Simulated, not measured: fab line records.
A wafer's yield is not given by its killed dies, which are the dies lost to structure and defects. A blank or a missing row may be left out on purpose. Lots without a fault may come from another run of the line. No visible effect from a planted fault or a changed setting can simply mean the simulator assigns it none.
fab line records / flow sky130 / part 2 of 2: steps 33 to 47 of 47
record lots=5 wafers=15 lastDay=49
route steps=708 shown SONOS_ONO@182 GATE_OXIDE@187 POLY_GATE@204 RES_PROTECT@206
lots that met no fault: taken from a fault-free run of the same line
startH: hours from the record's first day to the start of the lot's first wafer shown / waitH: hours from the lot's prior step to this one / " identical to the entry in the row above / L1.1+2: one row covering several wafers at once / - no value, or no start given / * or withheld: withheld / < > ~ a bound
route shown NAME@n: names a module that has steps shown in the file, with the first one's number in the route / usual: mean and standard deviation over wafers with no fault / same: alike in all rows / chamber/n: place in a boat / sites: per-site readings / _std_site: their standard deviation / _edge_site: outer sites' mean less inner sites' / radiusMm: how far each site lies from the wafer's centre / mask NAME#n: copy n / behind: the most recent tool/chamber to have shaped the wafer / hold: why the lot was held/for how many hours/how that ended / device: which transistor (n, p or np) failed to switch / end of line: the route-end tests of the same wafers / a step with no rows: only its recipe / killed: not the wafer's yield, but the dies lost to structure and defects at the first sort / map: the dies of a wafer, with x for killed, . for not killed, _ for no die there
set.NAME: the run value of the setting; set.NAME@STEP: its run value at that earlier step / model.NAME: the simulator's own value behind a step, which no gauge read
lots seen at some steps along the route; tables by step, rows by wafer
services: from which hour (startH, from the record's first day; less than 0 if before it) a tool's chamber was out of use, for how many hours, and why
## steps
# step SKY_RES_PROTECT_STRIP_07
# recipe chemistry=O2/N2 powerW=1400 pressureMtorr=1500 platenTempC=withheld o2FlowSccm=3000 n2FlowSccm=300 overashFraction=0.5
# usual drypumpMotorCurrentA=6.0/0.52 oesProductAu=0.516/0.0043 stripTimeToEndpointS=23.49/0.044
lot.wafer=L078.1 tool=plasmaAsher-03 chamber=1 startH=373.62 waitH=0.1 drypumpMotorCurrentA=5.5 oesProductAu=0.517 rfHoursCounterH=26 stripTimeToEndpointS=23.36
lot.wafer=L078.4 tool=plasmaAsher-03 chamber=0 startH=373.62 waitH=0.1 drypumpMotorCurrentA=5.7 oesProductAu=0.517 rfHoursCounterH=- stripTimeToEndpointS=23.41
lot.wafer=L078.6 tool=plasmaAsher-03 chamber=1 startH=373.62 waitH=0.1 drypumpMotorCurrentA=5.5 oesProductAu=0.519 rfHoursCounterH=- stripTimeToEndpointS=23.40
lot.wafer=L085.1 tool=plasmaAsher-03 chamber=1 startH=433.03 waitH=0.1 drypumpMotorCurrentA=5.5 oesProductAu=0.516 rfHoursCounterH=33 stripTimeToEndpointS=23.54
lot.wafer=L085.5 tool=plasmaAsher-03 chamber=1 startH=433.03 waitH=0.1 drypumpMotorCurrentA=5.5 oesProductAu=0.518 rfHoursCounterH=- stripTimeToEndpointS=23.45
lot.wafer=L085.6 tool=plasmaAsher-03 chamber=0 startH=433.03 waitH=0.1 drypumpMotorCurrentA=5.7 oesProductAu=0.521 rfHoursCounterH=- stripTimeToEndpointS=23.49
lot.wafer=L086.1 tool=plasmaAsher-01 chamber=1 startH=437.23 waitH=0.1 drypumpMotorCurrentA=6.3 oesProductAu=0.511 rfHoursCounterH=77 stripTimeToEndpointS=23.49
lot.wafer=L086.3 tool=plasmaAsher-01 chamber=0 startH=437.23 waitH=0.1 drypumpMotorCurrentA=4.8 oesProductAu=0.507 rfHoursCounterH=- stripTimeToEndpointS=23.51
lot.wafer=L086.6 tool=plasmaAsher-01 chamber=1 startH=437.23 waitH=0.1 drypumpMotorCurrentA=6.2 oesProductAu=0.517 rfHoursCounterH=- stripTimeToEndpointS=23.54
lot.wafer=L092.1 tool=plasmaAsher-04 chamber=0 startH=498.96 waitH=0.1 drypumpMotorCurrentA=6.5 oesProductAu=0.517 rfHoursCounterH=7 stripTimeToEndpointS=23.54
lot.wafer=L092.2 tool=plasmaAsher-04 chamber=1 startH=498.96 waitH=0.1 drypumpMotorCurrentA=6.2 oesProductAu=0.514 rfHoursCounterH=7 stripTimeToEndpointS=23.51
lot.wafer=L092.6 tool=plasmaAsher-04 chamber=0 startH=498.96 waitH=0.1 drypumpMotorCurrentA=6.5 oesProductAu=0.517 rfHoursCounterH=- stripTimeToEndpointS=23.56
lot.wafer=L094.2 tool=plasmaAsher-01 chamber=0 startH=510.01 waitH=0.1 drypumpMotorCurrentA=4.8 oesProductAu=0.515 rfHoursCounterH=82 stripTimeToEndpointS=23.52
lot.wafer=L094.3 tool=plasmaAsher-01 chamber=1 startH=510.01 waitH=0.1 drypumpMotorCurrentA=6.2 oesProductAu=0.509 rfHoursCounterH=- stripTimeToEndpointS=23.54
lot.wafer=L094.4 tool=plasmaAsher-01 chamber=0 startH=510.01 waitH=0.1 drypumpMotorCurrentA=4.8 oesProductAu=0.515 rfHoursCounterH=- stripTimeToEndpointS=23.55
# step SKY_RES_PROTECT_TW_MEAS_08
# usual POLY_GATE_TW=4043/38
lot.wafer=L078.1 tool=filmMetro-04 chamber=- startH=373.72 waitH=0.1 POLY_GATE_TW=4054
lot.wafer=L078.4 tool=filmMetro-04 chamber=- startH=373.72 waitH=0.1 POLY_GATE_TW=4057
lot.wafer=L078.6 tool=filmMetro-04 chamber=- startH=373.72 waitH=0.1 POLY_GATE_TW=4057
lot.wafer=L085.1 tool=filmMetro-01 chamber=- startH=433.13 waitH=0.1 POLY_GATE_TW=4075
lot.wafer=L085.5 tool=filmMetro-01 chamber=- startH=433.13 waitH=0.1 POLY_GATE_TW=4075
lot.wafer=L085.6 tool=filmMetro-01 chamber=- startH=433.13 waitH=0.1 POLY_GATE_TW=4078
lot.wafer=L086.1 tool=filmMetro-01 chamber=- startH=437.33 waitH=0.1 POLY_GATE_TW=4094
lot.wafer=L086.3 tool=filmMetro-01 chamber=- startH=437.33 waitH=0.1 POLY_GATE_TW=4058
lot.wafer=L086.6 tool=filmMetro-01 chamber=- startH=437.33 waitH=0.1 POLY_GATE_TW=4043
lot.wafer=L092.1 tool=filmMetro-03 chamber=- startH=499.06 waitH=0.1 POLY_GATE_TW=3977
lot.wafer=L092.2 tool=filmMetro-03 chamber=- startH=499.06 waitH=0.1 POLY_GATE_TW=3977
lot.wafer=L092.6 tool=filmMetro-03 chamber=- startH=499.06 waitH=0.1 POLY_GATE_TW=3950
lot.wafer=L094.2 tool=filmMetro-03 chamber=- startH=510.12 waitH=0.1 POLY_GATE_TW=4010
lot.wafer=L094.3 tool=filmMetro-03 chamber=- startH=510.12 waitH=0.1 POLY_GATE_TW=3996
lot.wafer=L094.4 tool=filmMetro-03 chamber=- startH=510.12 waitH=0.1 POLY_GATE_TW=4008
# step SKY_RES_PROTECT_CLEAN_09
# recipe chemistry=SC1/SC2 mix=1:4:20 tempC=70 timeS=150 dry=n2Spin
lot.wafer=L078.1+4+6 tool=wetBench-01 chamber=0 startH=373.78 waitH=0.1
lot.wafer=L085.1+5+6 tool=wetBench-02 chamber=0 startH=433.19 waitH=0.1
lot.wafer=L086.1+3+6 tool=wetBench-01 chamber=0 startH=437.39 waitH=0.1
lot.wafer=L092.1+2+6 tool=wetBench-02 chamber=1 startH=499.12 waitH=0.1
lot.wafer=L094.2+3+4 tool=wetBench-01 chamber=0 startH=510.17 waitH=0.0
# step SKY_POLY_GATE_CVD_03
# recipe material=Si3N4 precursor=DCS/NH3 targetThkNm=75 tempC=770 timeS=1290 pressureMtorr=250
# usual zonePowerLowerPct=12.9/0.33
lot.wafer=L078.1 tool=lpcvd-02 chamber=0 startH=386.91 waitH=13.1 zonePowerLowerPct=12.7
lot.wafer=L078.4 tool=lpcvd-02 chamber=0 startH=386.91 waitH=13.1 zonePowerLowerPct=12.6
lot.wafer=L078.6 tool=lpcvd-02 chamber=0 startH=386.91 waitH=13.1 zonePowerLowerPct=12.5
lot.wafer=L085.1 tool=lpcvd-02 chamber=0 startH=434.22 waitH=0.9 zonePowerLowerPct=12.7
lot.wafer=L085.5 tool=lpcvd-02 chamber=0 startH=434.22 waitH=0.9 zonePowerLowerPct=12.6
lot.wafer=L085.6 tool=lpcvd-02 chamber=0 startH=434.22 waitH=0.9 zonePowerLowerPct=12.6
lot.wafer=L086.1 tool=lpcvd-02 chamber=1 startH=439.19 waitH=1.7 zonePowerLowerPct=13.3
lot.wafer=L086.3 tool=lpcvd-02 chamber=1 startH=439.19 waitH=1.7 zonePowerLowerPct=13.1
lot.wafer=L086.6 tool=lpcvd-02 chamber=1 startH=439.19 waitH=1.7 zonePowerLowerPct=13.3
lot.wafer=L092.1 tool=lpcvd-02 chamber=0 startH=500.19 waitH=1.0 zonePowerLowerPct=12.7
lot.wafer=L092.2 tool=lpcvd-02 chamber=0 startH=500.19 waitH=1.0 zonePowerLowerPct=12.6
lot.wafer=L092.6 tool=lpcvd-02 chamber=0 startH=500.19 waitH=1.0 zonePowerLowerPct=12.7
lot.wafer=L094.2 tool=lpcvd-02 chamber=1 startH=510.22 waitH=0.0 zonePowerLowerPct=13.0
lot.wafer=L094.3 tool=lpcvd-02 chamber=1 startH=510.22 waitH=0.0 zonePowerLowerPct=13.5
lot.wafer=L094.4 tool=lpcvd-02 chamber=1 startH=510.22 waitH=0.0 zonePowerLowerPct=13.3
# step SKY_POLY_GATE_THK_MEAS_04
# recipe reads=Si3N4_of_POLY_GATE_CVD_03
# usual POLY_GATE_CVD_03_THK=74.9/0.74
lot.wafer=L078.1 tool=filmMetro-04 chamber=- startH=388.27 waitH=0.0 POLY_GATE_CVD_03_THK[nm]=75.2
lot.wafer=L078.4 tool=filmMetro-04 chamber=- startH=388.27 waitH=0.0 POLY_GATE_CVD_03_THK[nm]=75.5
lot.wafer=L078.6 tool=filmMetro-04 chamber=- startH=388.27 waitH=0.0 POLY_GATE_CVD_03_THK[nm]=75.0
lot.wafer=L085.1 tool=filmMetro-04 chamber=- startH=435.58 waitH=0.0 POLY_GATE_CVD_03_THK[nm]=75.7
lot.wafer=L085.5 tool=filmMetro-04 chamber=- startH=435.58 waitH=0.0 POLY_GATE_CVD_03_THK[nm]=76.2
lot.wafer=L085.6 tool=filmMetro-04 chamber=- startH=435.58 waitH=0.0 POLY_GATE_CVD_03_THK[nm]=75.6
lot.wafer=L086.1 tool=filmMetro-03 chamber=- startH=440.55 waitH=0.0 POLY_GATE_CVD_03_THK[nm]=75.2
lot.wafer=L086.3 tool=filmMetro-03 chamber=- startH=440.55 waitH=0.0 POLY_GATE_CVD_03_THK[nm]=75.2
lot.wafer=L086.6 tool=filmMetro-03 chamber=- startH=440.55 waitH=0.0 POLY_GATE_CVD_03_THK[nm]=75.2
lot.wafer=L092.1 tool=filmMetro-03 chamber=- startH=501.55 waitH=0.0 POLY_GATE_CVD_03_THK[nm]=75.2
lot.wafer=L092.2 tool=filmMetro-03 chamber=- startH=501.55 waitH=0.0 POLY_GATE_CVD_03_THK[nm]=75.2
lot.wafer=L092.6 tool=filmMetro-03 chamber=- startH=501.55 waitH=0.0 POLY_GATE_CVD_03_THK[nm]=75.3
lot.wafer=L094.2 tool=filmMetro-03 chamber=- startH=511.66 waitH=0.1 POLY_GATE_CVD_03_THK[nm]=73.2
lot.wafer=L094.3 tool=filmMetro-03 chamber=- startH=511.66 waitH=0.1 POLY_GATE_CVD_03_THK[nm]=74.1
lot.wafer=L094.4 tool=filmMetro-03 chamber=- startH=511.66 waitH=0.1 POLY_GATE_CVD_03_THK[nm]=73.7
# step SKY_POLY_GATE_DEHYDRATE_05
# recipe tempC=200 timeS=60
lot.wafer=L078.1+4+6 tool=lithoTrack-02 chamber=0 startH=402.04 waitH=13.8
lot.wafer=L085.1+5+6 tool=lithoTrack-03 chamber=0 startH=450.23 waitH=14.6
lot.wafer=L086.1+3+6 tool=lithoTrack-04 chamber=0 startH=455.55 waitH=15.0
lot.wafer=L092.1+2+6 tool=lithoTrack-04 chamber=0 startH=516.05 waitH=14.5
lot.wafer=L094.2+3+4 tool=lithoTrack-03 chamber=0 startH=525.60 waitH=13.9
# step SKY_POLY_GATE_HMDS_06
# recipe primeTimeS=60 primeTempC=120
lot.wafer=L078.1+4+6 tool=lithoTrack-02 chamber=0 startH=402.19 waitH=0.1
lot.wafer=L085.1+5+6 tool=lithoTrack-03 chamber=0 startH=450.38 waitH=0.1
lot.wafer=L086.1+3+6 tool=lithoTrack-04 chamber=0 startH=455.70 waitH=0.1
lot.wafer=L092.1+2+6 tool=lithoTrack-04 chamber=0 startH=516.20 waitH=0.1
lot.wafer=L094.2+3+4 tool=lithoTrack-03 chamber=0 startH=525.75 waitH=0.1
# step SKY_POLY_GATE_COAT_07
# recipe resist=BARC tempC=withheld timeS=withheld spinRpm=3000 resistThkNm=110
lot.wafer=L078.1+4+6 tool=lithoTrack-02 chamber=0 startH=402.34 waitH=0.1
lot.wafer=L085.1+5+6 tool=lithoTrack-03 chamber=0 startH=450.53 waitH=0.1
lot.wafer=L086.1+3+6 tool=lithoTrack-04 chamber=0 startH=455.85 waitH=0.1
lot.wafer=L092.1+2+6 tool=lithoTrack-04 chamber=0 startH=516.35 waitH=0.1
lot.wafer=L094.2+3+4 tool=lithoTrack-03 chamber=0 startH=525.90 waitH=0.1
# step SKY_POLY_GATE_COAT_08
# recipe resist=KrF-thick spinRpm=3000 resistThkNm=450
lot.wafer=L078.1+4+6 tool=lithoTrack-02 chamber=0 startH=- waitH=-
lot.wafer=L085.1+5+6 tool=lithoTrack-03 chamber=0 startH=- waitH=-
lot.wafer=L086.1+3+6 tool=lithoTrack-04 chamber=0 startH=- waitH=-
lot.wafer=L092.1+2+6 tool=lithoTrack-04 chamber=0 startH=- waitH=-
lot.wafer=L094.2+3+4 tool=lithoTrack-03 chamber=0 startH=- waitH=-
# step SKY_POLY_GATE_SOFTBAKE_09
# recipe tempC=100 timeS=90 resist=KrF-thick
lot.wafer=L078.1+4+6 tool=lithoTrack-02 chamber=0 startH=- waitH=-
lot.wafer=L085.1+5+6 tool=lithoTrack-03 chamber=0 startH=- waitH=-
lot.wafer=L086.1+3+6 tool=lithoTrack-04 chamber=0 startH=- waitH=-
lot.wafer=L092.1+2+6 tool=lithoTrack-04 chamber=0 startH=- waitH=-
lot.wafer=L094.2+3+4 tool=lithoTrack-03 chamber=0 startH=- waitH=-
# step SKY_POLY_GATE_EXPOSE_10
# recipe maskId=P1M na=0.68 sourceShape=conventional sigmaOuter=0.6 targetCdNm=150 doseMj=28
lot.wafer=L078.1+4+6 tool=krfScanner-02 chamber=0 startH=- waitH=- mask=P1M#0
lot.wafer=L085.1+5+6 tool=krfScanner-02 chamber=0 startH=- waitH=- mask=P1M#0
lot.wafer=L086.1+3+6 tool=krfScanner-01 chamber=0 startH=- waitH=- mask=P1M#0
lot.wafer=L092.1+2+6 tool=krfScanner-01 chamber=0 startH=- waitH=- mask=P1M#0
lot.wafer=L094.2+3+4 tool=krfScanner-01 chamber=0 startH=- waitH=- mask=P1M#0
# step SKY_POLY_GATE_PEB_11
# recipe pebTempC=withheld pebTimeS=withheld resist=KrF-thick
lot.wafer=L078.1+4+6 tool=lithoTrack-03 chamber=0 startH=- waitH=-
lot.wafer=L085.1+5+6 tool=lithoTrack-04 chamber=0 startH=- waitH=-
lot.wafer=L086.1+3+6 tool=lithoTrack-04 chamber=0 startH=- waitH=-
lot.wafer=L092.1+2+6 tool=lithoTrack-02 chamber=0 startH=- waitH=-
lot.wafer=L094.2+3+4 tool=lithoTrack-02 chamber=0 startH=- waitH=-
# step SKY_POLY_GATE_DEVELOP_12
# recipe developTimeS=60 resist=KrF-thick devTempC=21
lot.wafer=L078.1+4+6 tool=lithoTrack-03 chamber=0 startH=- waitH=-
lot.wafer=L085.1+5+6 tool=lithoTrack-04 chamber=0 startH=- waitH=-
lot.wafer=L086.1+3+6 tool=lithoTrack-04 chamber=0 startH=- waitH=-
lot.wafer=L092.1+2+6 tool=lithoTrack-02 chamber=0 startH=- waitH=-
lot.wafer=L094.2+3+4 tool=lithoTrack-02 chamber=0 startH=- waitH=-
# step SKY_POLY_GATE_CD_MEAS_13
# recipe targetCdNm=150
# usual cdNm=149.7/1
lot.wafer=L078.1 tool=cdSem-01 chamber=- startH=417.98 waitH=- cdNm=150.8
lot.wafer=L078.4 tool=cdSem-01 chamber=- startH=417.98 waitH=- cdNm=150.8
lot.wafer=L078.6 tool=cdSem-01 chamber=- startH=417.98 waitH=- cdNm=150.3
lot.wafer=L085.1 tool=cdSem-02 chamber=- startH=465.95 waitH=- cdNm=149.2
lot.wafer=L085.5 tool=cdSem-02 chamber=- startH=465.95 waitH=- cdNm=149.5
lot.wafer=L085.6 tool=cdSem-02 chamber=- startH=465.95 waitH=- cdNm=149.1
lot.wafer=L086.1 tool=cdSem-01 chamber=- startH=471.45 waitH=- cdNm=149.4
lot.wafer=L086.3 tool=cdSem-01 chamber=- startH=471.45 waitH=- cdNm=149.1
lot.wafer=L086.6 tool=cdSem-01 chamber=- startH=471.45 waitH=- cdNm=148.0
lot.wafer=L092.1 tool=cdSem-02 chamber=- startH=531.99 waitH=- cdNm=147.8
lot.wafer=L092.2 tool=cdSem-02 chamber=- startH=531.99 waitH=- cdNm=148.5
lot.wafer=L092.6 tool=cdSem-02 chamber=- startH=531.99 waitH=- cdNm=147.9
lot.wafer=L094.2 tool=cdSem-01 chamber=- startH=541.96 waitH=- cdNm=149.0
lot.wafer=L094.3 tool=cdSem-01 chamber=- startH=541.96 waitH=- cdNm=148.8
lot.wafer=L094.4 tool=cdSem-01 chamber=- startH=541.96 waitH=- cdNm=148.4
# step SKY_POLY_GATE_OVL_MEAS_14
# usual POLY_GATE_OVL=-1/5.2
lot.wafer=L078.1 tool=overlay-01 chamber=- startH=418.10 waitH=0.1 POLY_GATE_OVL[nm]=-1
lot.wafer=L078.4 tool=overlay-01 chamber=- startH=418.10 waitH=0.1 POLY_GATE_OVL[nm]=-4
lot.wafer=L078.6 tool=overlay-01 chamber=- startH=418.10 waitH=0.1 POLY_GATE_OVL[nm]=1
lot.wafer=L085.1 tool=overlay-01 chamber=- startH=466.07 waitH=0.1 POLY_GATE_OVL[nm]=-5
lot.wafer=L085.5 tool=overlay-01 chamber=- startH=466.07 waitH=0.1 POLY_GATE_OVL[nm]=-3
lot.wafer=L085.6 tool=overlay-01 chamber=- startH=466.07 waitH=0.1 POLY_GATE_OVL[nm]=0
lot.wafer=L086.1 tool=overlay-01 chamber=- startH=471.57 waitH=0.1 POLY_GATE_OVL[nm]=3
lot.wafer=L086.3 tool=overlay-01 chamber=- startH=471.57 waitH=0.1 POLY_GATE_OVL[nm]=3
lot.wafer=L086.6 tool=overlay-01 chamber=- startH=471.57 waitH=0.1 POLY_GATE_OVL[nm]=7
lot.wafer=L092.1 tool=overlay-01 chamber=- startH=532.11 waitH=0.1 POLY_GATE_OVL[nm]=-3
lot.wafer=L092.2 tool=overlay-01 chamber=- startH=532.11 waitH=0.1 POLY_GATE_OVL[nm]=-2
lot.wafer=L092.6 tool=overlay-01 chamber=- startH=532.11 waitH=0.1 POLY_GATE_OVL[nm]=-3
lot.wafer=L094.2 tool=overlay-01 chamber=- startH=542.06 waitH=0.1 POLY_GATE_OVL[nm]=3
lot.wafer=L094.3 tool=overlay-01 chamber=- startH=542.06 waitH=0.1 POLY_GATE_OVL[nm]=11
lot.wafer=L094.4 tool=overlay-01 chamber=- startH=542.06 waitH=0.1 POLY_GATE_OVL[nm]=2
## services
tool=ilineStepper-01 chamber=- startH=288.07 hours=4.4 kind=pm
tool=ilineStepper-02 chamber=- startH=294.80 hours=8.9 kind=pm
tool=plasmaAsher-02 chamber=- startH=301.22 hours=18.8 kind=pm
tool=implanter-03 chamber=- startH=304.49 hours=5.6 kind=pm
tool=plasmaAsher-02 chamber=- startH=320.17 hours=10.7 kind=repair
tool=implanter-03 chamber=- startH=338.85 hours=1.1 kind=repair
tool=furnace-01 chamber=- startH=352.77 hours=2.3 kind=pm
tool=furnace-01 chamber=- startH=363.89 hours=4.2 kind=pm
tool=lpcvd-02 chamber=- startH=369.47 hours=14.6 kind=pm
tool=ilineStepper-01 chamber=- startH=370.16 hours=2.1 kind=pm
tool=wetBench-02 chamber=- startH=374.59 hours=2.4 kind=repair
tool=furnace-02 chamber=- startH=379.13 hours=4.3 kind=pm
tool=plasmaAsher-02 chamber=- startH=397.05 hours=15.6 kind=pm
tool=wetBench-03 chamber=- startH=398.03 hours=0.7 kind=repair
tool=plasmaAsher-02 chamber=- startH=412.65 hours=2.8 kind=pm
tool=furnace-02 chamber=- startH=417.81 hours=3.9 kind=pm
tool=plasmaAsher-04 chamber=- startH=421.32 hours=9.0 kind=pm
tool=furnace-02 chamber=- startH=445.58 hours=1.6 kind=repair
tool=ilineStepper-01 chamber=- startH=471.50 hours=1.7 kind=pm
tool=ilineStepper-02 chamber=- startH=498.48 hours=1.7 kind=pm
tool=plasmaAsher-02 chamber=- startH=509.61 hours=1.2 kind=repair
tool=lpcvd-01 chamber=- startH=525.23 hours=0.5 kind=repair
tool=furnace-01 chamber=- startH=532.58 hours=4.4 kind=pm
tool=lpcvd-01 chamber=- startH=534.19 hours=28.1 kind=pm
